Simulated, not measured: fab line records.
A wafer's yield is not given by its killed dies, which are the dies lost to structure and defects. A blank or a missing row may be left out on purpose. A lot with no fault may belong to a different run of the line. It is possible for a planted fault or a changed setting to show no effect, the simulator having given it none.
What tool caused it? | flow sky130 | 42 wafers from 14 lots sampled at 6 of the route's 708 steps

## WHAT THE GAUGES SHOWED, per wafer
SKY_GATE_OXIDE_OVL_MEAS_10. Usual: GATE_OXIDE_OVL -0.5 nm, standard deviation 1.2.
lot  | measured     | on         | GATE_OXIDE_OVL (nm) | flag
L482 | day 13 20:32 | overlay-02 | -1.4 -0.9 -3.6      |
L483 | day 14 05:38 | overlay-02 | -2.1 -1.4 -0.2      |
L488 | day 16 05:02 | overlay-01 | 0.0 1.6 -1.0        |
L492 | day 17 05:23 | overlay-01 | -1.5 -2.3 -0.4      |
L493 | day 17 18:59 | overlay-01 | -3.1 -2.5 -1.2      |
L497 | day 19 01:48 | overlay-02 | 1.0 -1.2 0.6        |
L498 | day 19 11:54 | overlay-02 | 2.2 -0.6 -2.6       |
L499 | day 19 21:44 | overlay-02 | 2.2 1.6 -1.0        |
L500 | day 20 07:29 | overlay-01 | 1.3 -0.7 -0.1       |
L501 | day 20 15:56 | overlay-02 | 0.7 0.2 -1.3        |
L502 | day 20 18:20 | overlay-02 | 0.0 -0.6 -0.4       |
L503 | day 21 09:11 | overlay-02 | -1.3 -0.3 0.0       |
L504 | day 21 15:45 | overlay-01 | 0.3 0.8 1.2         |
L505 | day 21 21:54 | overlay-02 | 0.4 0.1 -0.6        |

SKY_LDD_N_TW_MEAS_17. Usual: LDD_N_TW 2582, standard deviation 22.
lot  | measured     | on            | LDD_N_TW       | flag
L482 | day 17 18:19 | film-metro-03 | 2585 2590 2588 |
L483 | day 18 03:00 | film-metro-02 | 2579 2574 2593 |
L488 | day 20 10:16 | film-metro-01 | 2619 2628 2642 |
L492 | day 21 07:55 | film-metro-02 | 2427 2437 2420 | OFF
L493 | day 22 00:32 | film-metro-03 | 2418 2426 2414 | OFF
L497 | day 23 04:51 | film-metro-02 | 2586 2581 2565 |
L498 | day 23 14:31 | film-metro-03 | 2562 2541 2548 |
L499 | day 23 22:49 | film-metro-02 | 2578 2585 2563 |
L500 | day 24 09:52 | film-metro-03 | 2568 2564 2579 |
L501 | day 24 19:10 | film-metro-02 | 2575 2558 2582 |
L502 | day 24 20:49 | film-metro-03 | 2567 2577 2572 |
L503 | day 25 23:42 | film-metro-01 | 2599 2610 2612 |
L504 | day 25 23:59 | film-metro-02 | 2577 2567 2563 |
L505 | day 26 02:02 | film-metro-01 | 2592 2592 2596 |

SKY_LDD_HVN_OVL_MEAS_07. Usual: LDD_HVN_OVL 0.0 nm, standard deviation 1.2.
lot  | measured     | on         | LDD_HVN_OVL (nm) | flag
L482 | day 20 06:58 | overlay-02 | -1.0 -0.5 0.8    |
L483 | day 20 14:46 | overlay-02 | -0.1 0.2 1.0     |
L488 | day 22 21:55 | overlay-02 | 1.3 -1.3 0.5     |
L497 | day 25 16:14 | overlay-01 | -0.4 -0.4 -0.8   |
L498 | day 26 00:27 | overlay-01 | 2.4 -1.2 2.1     |
L499 | day 26 09:40 | overlay-02 | -0.8 -0.5 0.5    |
L500 | day 26 21:13 | overlay-01 | 1.4 2.5 0.5      |
L501 | day 27 04:33 | overlay-01 | -0.5 -2.0 -1.8   |
L502 | day 27 06:30 | overlay-01 | -1.4 -1.2 -2.2   |
L503 | day 28 09:10 | overlay-01 | -0.8 1.0 2.6     |
L504 | day 28 10:12 | overlay-01 | -0.5 -0.7 -1.9   |
L505 | day 28 13:00 | overlay-01 | -0.6 1.5 1.1     |

## WHAT TOOL EACH LOT RAN ON (gives the tool, then ch and the chambers of the sampled wafers, and finally the start)
lot  | SKY_POLY_GATE_ETCH_17            | SKY_LDD_N_IMPLANT_11            | SKY_LDD_N_STRIP_16
L482 | rie-si-01 ch 1,2, day 16 08:27   | implanter-01 ch 0, day 17 17:28 | plasma-asher-03 ch 0,1, day 17 18:13
L483 | rie-si-02 ch 0,1,2, day 16 18:37 | implanter-04 ch 0, day 18 02:10 | plasma-asher-03 ch 0,1, day 18 02:53
L488 | rie-si-01 ch 1,2,3, day 19 01:07 | implanter-01 ch 0, day 20 09:25 | plasma-asher-03 ch 0,1, day 20 10:10
L492 | rie-si-02 ch 0,1,2, day 19 23:16 | implanter-01, day 21 07:04      | plasma-asher-01 ch 0,1, day 21 07:49
L493 | rie-si-01 ch 1,2,3, day 20 14:28 | implanter-04, day 21 23:41      | plasma-asher-03 ch 0,1, day 22 00:26
L497 | rie-si-01 ch 1,2,3, day 21 19:59 | implanter-01 ch 0, day 23 04:01 | plasma-asher-02 ch 0,1, day 23 04:44
L498 | rie-si-02 ch 1,2,3, day 22 05:53 | implanter-04 ch 0, day 23 13:41 | plasma-asher-01 ch 0,1, day 23 14:25
L499 | rie-si-01 ch 0,1,3, day 22 14:17 | implanter-04 ch 0, day 23 21:58 | plasma-asher-03 ch 0,1, day 23 22:43
L500 | rie-si-02 ch 1,2,3, day 23 00:26 | implanter-01 ch 0, day 24 09:04 | plasma-asher-03 ch 0,1, day 24 09:47
L501 | rie-si-01 ch 0,1, day 23 10:32   | implanter-04 ch 0, day 24 18:20 | plasma-asher-02 ch 0,1, day 24 19:04
L502 | rie-si-02 ch 0,2, day 23 12:17   | implanter-01 ch 0, day 24 19:58 | plasma-asher-03 ch 0,1, day 24 20:43
L503 | rie-si-01 ch 2,3, day 24 15:38   | implanter-01 ch 0, day 25 22:52 | plasma-asher-01 ch 0,1, day 25 23:35
L504 | rie-si-02 ch 0,2,3, day 24 17:05 | implanter-03 ch 0, day 25 23:08 | plasma-asher-02 ch 0,1, day 25 23:53
L505 | rie-si-01 ch 0,3, day 24 17:50   | implanter-04 ch 0, day 26 01:13 | plasma-asher-01 ch 0,1, day 26 01:58
- SKY_POLY_GATE_ETCH_17: etches poly-Si in HBr/Cl2, stops on SiO2, target depth 180 nm, time 70.5 s.
- SKY_LDD_N_IMPLANT_11
- SKY_LDD_N_STRIP_16: strips in O2/N2.

## WHAT THE TOOLS THEMSELVES READ (means of the sampled wafers that have a number; where no wafer has one, the mark that the record gives instead)
SKY_POLY_GATE_ETCH_17. Usual: drypump-motor-current-A 5.7 A, standard deviation 0.35; oes-product-au 0.987 a.u., standard deviation 0.0069; throttle-valve-pct 33.685 %, standard deviation 0.0085.
lot  | tool      | drypump-motor-current-A (A) | oes-product-au (a.u.) | throttle-valve-pct (%) | flag
L482 | rie-si-01 | 5.7                         | 0.992                 | 33.689                 |
L483 | rie-si-02 | 5.5                         | 0.989                 | 33.685                 |
L488 | rie-si-01 | 5.8                         | 0.991                 | 33.689                 |
L492 | rie-si-02 | 5.5                         | 0.987                 | 33.691                 |
L493 | rie-si-01 | 5.8                         | 0.985                 | 33.686                 |
L497 | rie-si-01 | 5.9                         | 0.989                 | 33.685                 |
L498 | rie-si-02 | 5.9                         | 0.989                 | 33.683                 |
L499 | rie-si-01 | 5.9                         | 0.987                 | 33.691                 |
L500 | rie-si-02 | 5.8                         | 0.983                 | 33.692                 |
L501 | rie-si-01 | 5.7                         | 0.993                 | 33.692                 |
L502 | rie-si-02 | 5.4                         | 0.989                 | 33.674                 |
L503 | rie-si-01 | 6.0                         | 0.991                 | 33.680                 |
L504 | rie-si-02 | 5.7                         | 0.981                 | 33.686                 |
L505 | rie-si-01 | 6.1                         | 0.987                 | 33.677                 |

SKY_LDD_N_IMPLANT_11. Usual: beam-energy-keV 19.999, standard deviation 0.0064; beam-on-s 10.00 s, standard deviation 0.18.
lot  | tool         | beam-energy-keV | beam-on-s (s) | flag
L482 | implanter-01 | 20.000          | 9.93          |
L483 | implanter-04 | 20.005          | 9.98          |
L488 | implanter-01 | 19.996          | 9.73          |
L492 | implanter-01 | -               | -             | OFF
L493 | implanter-04 | -               | -             | OFF
L497 | implanter-01 | 20.005          | 9.96          |
L498 | implanter-04 | 20.003          | 10.01         |
L499 | implanter-04 | 20.005          | 10.02         |
L500 | implanter-01 | 19.994          | 9.94          |
L501 | implanter-04 | 20.003          | 10.03         |
L502 | implanter-01 | 19.998          | 9.97          |
L503 | implanter-01 | 20.002          | 10.09         |
L504 | implanter-03 | 19.995          | 9.78          |
L505 | implanter-04 | 19.999          | 9.98          |

SKY_LDD_N_STRIP_16. Usual: drypump-motor-current-A 5.9 A, standard deviation 0.44; oes-product-au 0.407 a.u., standard deviation 0.0048; strip-time-to-endpoint-s 4.317 s, standard deviation 0.014.
lot  | tool            | drypump-motor-current-A (A) | oes-product-au (a.u.) | strip-time-to-endpoint-s (s) | flag
L482 | plasma-asher-03 | 5.8                         | 0.406                 | 4.316                        |
L483 | plasma-asher-03 | 5.9                         | 0.412                 | 4.301                        |
L488 | plasma-asher-03 | 5.8                         | 0.402                 | 4.315                        |
L492 | plasma-asher-01 | 6.3                         | 0.408                 | 4.161                        | OFF
L493 | plasma-asher-03 | 5.9                         | 0.407                 | 4.147                        | OFF
L497 | plasma-asher-02 | 5.1                         | 0.404                 | 4.312                        |
L498 | plasma-asher-01 | 6.3                         | 0.407                 | 4.311                        |
L499 | plasma-asher-03 | 5.8                         | 0.407                 | 4.331                        |
L500 | plasma-asher-03 | 5.8                         | 0.407                 | 4.314                        |
L501 | plasma-asher-02 | 5.2                         | 0.407                 | 4.315                        |
L502 | plasma-asher-03 | 5.8                         | 0.411                 | 4.321                        |
L503 | plasma-asher-01 | 6.3                         | 0.407                 | 4.314                        |
L504 | plasma-asher-02 | 5.1                         | 0.407                 | 4.314                        |
L505 | plasma-asher-01 | 6.2                         | 0.411                 | 4.300                        |

## THE ANSWER, worked out from the rows above alone
Rule: take the mean of a lot's wafers that have a number; if it is more than 3 standard deviations from the usual mean, the lot is off. A lot without any number at a reading at which 4 lots or more have one is off too. Any other lot the step has rows for is counted as sound. First the gauges in route order, then the tools' own readings, where a lot's mean is used as printed above. The first step at which some lot is off is used, and at that step the reading that is off furthest; a lot without a number counts as furthest.
Off: L492, L493, seen at SKY_LDD_N_TW_MEAS_17 (LDD_N_TW).
A tool fits if, at a process step before that reading, it ran every lot that is off, and no sound lot after the first of them. The gauges at SKY_LDD_N_TW_MEAS_17 aren't tried: what is off there is off at SKY_LDD_N_IMPLANT_11 too, on other tools, and a gauge's error can't cause that. No candidate that was tried fits.

## WHAT HAD BEEN PUT IN BY THE SIMULATOR
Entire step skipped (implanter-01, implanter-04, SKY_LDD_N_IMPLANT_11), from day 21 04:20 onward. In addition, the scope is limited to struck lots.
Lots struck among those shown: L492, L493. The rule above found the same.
